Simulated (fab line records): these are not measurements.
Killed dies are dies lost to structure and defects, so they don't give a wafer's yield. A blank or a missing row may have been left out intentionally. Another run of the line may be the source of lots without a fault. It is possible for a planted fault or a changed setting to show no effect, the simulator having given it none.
Which of the tools did it? + flow gf180mcu + Sampling: 13 lots, 39 wafers, 4 of 602 route steps

WHAT THE GAUGES SHOWED, per wafer
GF_V5_THK_MEAS_03.
| lot  | measured     | on            | V5_CVD_02_THK (nm) |
|------|--------------|---------------|--------------------|
| L286 | day 26 07:01 | film-metro-01 | 1467 1442 1464     |
| L287 | day 26 14:26 | film-metro-04 | 1420 1420 1441     |
| L289 | day 27 06:37 | film-metro-03 | 1461 1463 1444     |
| L291 | day 28 05:26 | film-metro-01 | 1432 1468 1435     |
| L292 | day 28 10:20 | film-metro-04 | 1450 1467 1463     |
| L293 | day 28 18:08 | film-metro-04 | 1429 1440 1460     |
| L294 | day 28 23:47 | film-metro-04 | 1425 1430 1449     |
| L295 | day 29 13:32 | film-metro-01 | 1447 1470 1463     |
| L296 | day 29 22:23 | film-metro-01 | 1434 1488 1478     |
| L297 | day 30 03:35 | film-metro-03 | 1466 1492 1475     |
| L298 | day 30 08:32 | film-metro-01 | 1440 1458 1429     |
| L301 | day 31 00:46 | film-metro-04 | 1448 1433 1458     |
| L306 | day 32 02:24 | film-metro-03 | 1426 1446 1432     |

GF_TOP_METAL_OVL_MEAS_15.
| lot  | measured     | on         | TOP_METAL_OVL (nm) |
|------|--------------|------------|--------------------|
| L286 | day 28 01:59 | overlay-01 | 1.8 0.6 1.7        |
| L287 | day 28 08:14 | overlay-01 | 3.9 2.3 2.5        |
| L289 | day 29 00:32 | overlay-01 | -0.6 0.8 1.5       |
| L291 | day 29 21:44 | overlay-02 | -0.3 0.8 0.2       |
| L292 | day 30 01:48 | overlay-01 | 2.9 0.4 1.0        |
| L293 | day 30 09:38 | overlay-02 | 2.8 1.3 1.8        |
| L294 | day 30 15:23 | overlay-01 | 1.6 -0.2 -0.1      |
| L295 | day 31 03:35 | overlay-02 | 1.6 1.5 2.5        |
| L296 | day 31 12:08 | overlay-01 | 1.5 1.5 2.1        |
| L297 | day 31 17:14 | overlay-02 | 3.7 2.5 1.6        |
| L298 | day 31 21:38 | overlay-02 | 3.2 3.7 1.3        |
| L301 | day 32 13:16 | overlay-02 | 0.5 1.7 0.3        |
| L306 | day 33 12:24 | overlay-01 | 2.5 0.8 -0.6       |

TOOL THAT RAN EACH LOT (tool first, then ch and the chambers of the sampled wafers, then the start)
| lot  | GF_HV_LDD_CVD_54            | GF_M5_ETCH_09                      |
|------|-----------------------------|------------------------------------|
| L286 | lpcvd-01 ch 0, day 12 10:50 | rie-diel-04 ch 0,2,3, day 26 06:02 |
| L287 | lpcvd-01 ch 1, day 12 16:32 | rie-diel-03 ch 0,2, day 26 13:32   |
| L289 | lpcvd-02 ch 0, day 13 09:02 | rie-diel-02 ch 0,1,3, day 27 05:43 |
| L291 | lpcvd-02 ch 1, day 14 07:22 | rie-diel-03 ch 1,3, day 28 04:33   |
| L292 | lpcvd-01 ch 1, day 14 13:08 | rie-diel-04 ch 0,3, day 28 09:27   |
| L293 | lpcvd-01 ch 1, day 14 18:02 | rie-diel-04 ch 1,2,3, day 28 17:13 |
| L294 | lpcvd-02 ch 0, day 15 04:26 | rie-diel-04 ch 0,1,3, day 28 22:53 |
| L295 | lpcvd-01 ch 0, day 15 17:37 | rie-diel-03 ch 0,3, day 29 12:26   |
| L296 | lpcvd-01 ch 1, day 16 01:44 | rie-diel-03 ch 1,2, day 29 21:29   |
| L297 | lpcvd-02 ch 1, day 16 10:59 | rie-diel-02 ch 0,1,2, day 30 02:40 |
| L298 | lpcvd-01 ch 1, day 16 14:47 | rie-diel-04 ch 0,2, day 30 07:37   |
| L301 | lpcvd-02 ch 0, day 17 13:56 | rie-diel-03 ch 0,2, day 30 23:40   |
| L306 | lpcvd-02 ch 0, day 19 01:52 | rie-diel-04 ch 2,3, day 32 01:31   |
- GF_HV_LDD_CVD_54: deposits SiO2 from TEOS, target thk 10 nm, time 75 s.
- GF_M5_ETCH_09: etches Si3N4 in CF4/O2, target depth 52 nm, time 11.6 s.

WHAT THE TOOLS THEMSELVES READ (means of the sampled wafers that have a number; where no wafer has one, the mark that the record gives instead)
GF_HV_LDD_CVD_54.
| lot  | tool     | zone-power-top-pct (%) |
|------|----------|------------------------|
| L286 | lpcvd-01 | 23.0                   |
| L287 | lpcvd-01 | 21.0                   |
| L289 | lpcvd-02 | 22.1                   |
| L291 | lpcvd-02 | 18.3                   |
| L292 | lpcvd-01 | 20.8                   |
| L293 | lpcvd-01 | 20.9                   |
| L294 | lpcvd-02 | 22.0                   |
| L295 | lpcvd-01 | 23.3                   |
| L296 | lpcvd-01 | 21.1                   |
| L297 | lpcvd-02 | 18.1                   |
| L298 | lpcvd-01 | 20.8                   |
| L301 | lpcvd-02 | 22.1                   |
| L306 | lpcvd-02 | 21.8                   |

GF_M5_ETCH_09.
| lot  | tool        | drypump-motor-current-A (A) | oes-product-au (a.u.) | throttle-valve-pct (%) |
|------|-------------|-----------------------------|-----------------------|------------------------|
| L286 | rie-diel-04 | 5.9                         | 1.000                 | 5.975                  |
| L287 | rie-diel-03 | 5.1                         | 0.999                 | 5.968                  |
| L289 | rie-diel-02 | 5.5                         | 1.006                 | 5.969                  |
| L291 | rie-diel-03 | 6.2                         | 1.007                 | 5.971                  |
| L292 | rie-diel-04 | 5.8                         | 1.001                 | 5.979                  |
| L293 | rie-diel-04 | 5.5                         | 0.987                 | 5.972                  |
| L294 | rie-diel-04 | 5.8                         | 0.993                 | 5.964                  |
| L295 | rie-diel-03 | 5.2                         | 0.997                 | 5.974                  |
| L296 | rie-diel-03 | 5.9                         | 1.000                 | 5.979                  |
| L297 | rie-diel-02 | 5.9                         | 1.011                 | 5.975                  |
| L298 | rie-diel-04 | 6.1                         | 1.009                 | 5.977                  |
| L301 | rie-diel-03 | 5.0                         | 1.004                 | 5.967                  |
| L306 | rie-diel-04 | 5.4                         | 0.999                 | 5.971                  |

THE ANSWER, worked out from the rows above alone
Rule: the lots themselves supply what counts as usual. Put in order of their means at a reading, lots are off if they are a third of the lots or fewer, leave a main group of 4 or more, and stand apart from it by a gap of 3 or more times the standard deviation of the main group's means; of several such gaps the widest counts. Not used: any main group whose means are identical at the precision the tables above print for the reading. A lot without any number at a reading at which 4 lots or more have one is off too. Where the step has rows for the other lots, those lots are counted as sound. The gauges are gone through in route order, then the tools' own readings, and for those a lot's mean is taken as printed above. The first step at which some lot is off is used, and at that step the reading that is off furthest; a lot without a number counts as furthest.
Nothing can be told from this: no lot is off at any reading shown.

WHAT HAD BEEN PUT IN BY THE SIMULATOR
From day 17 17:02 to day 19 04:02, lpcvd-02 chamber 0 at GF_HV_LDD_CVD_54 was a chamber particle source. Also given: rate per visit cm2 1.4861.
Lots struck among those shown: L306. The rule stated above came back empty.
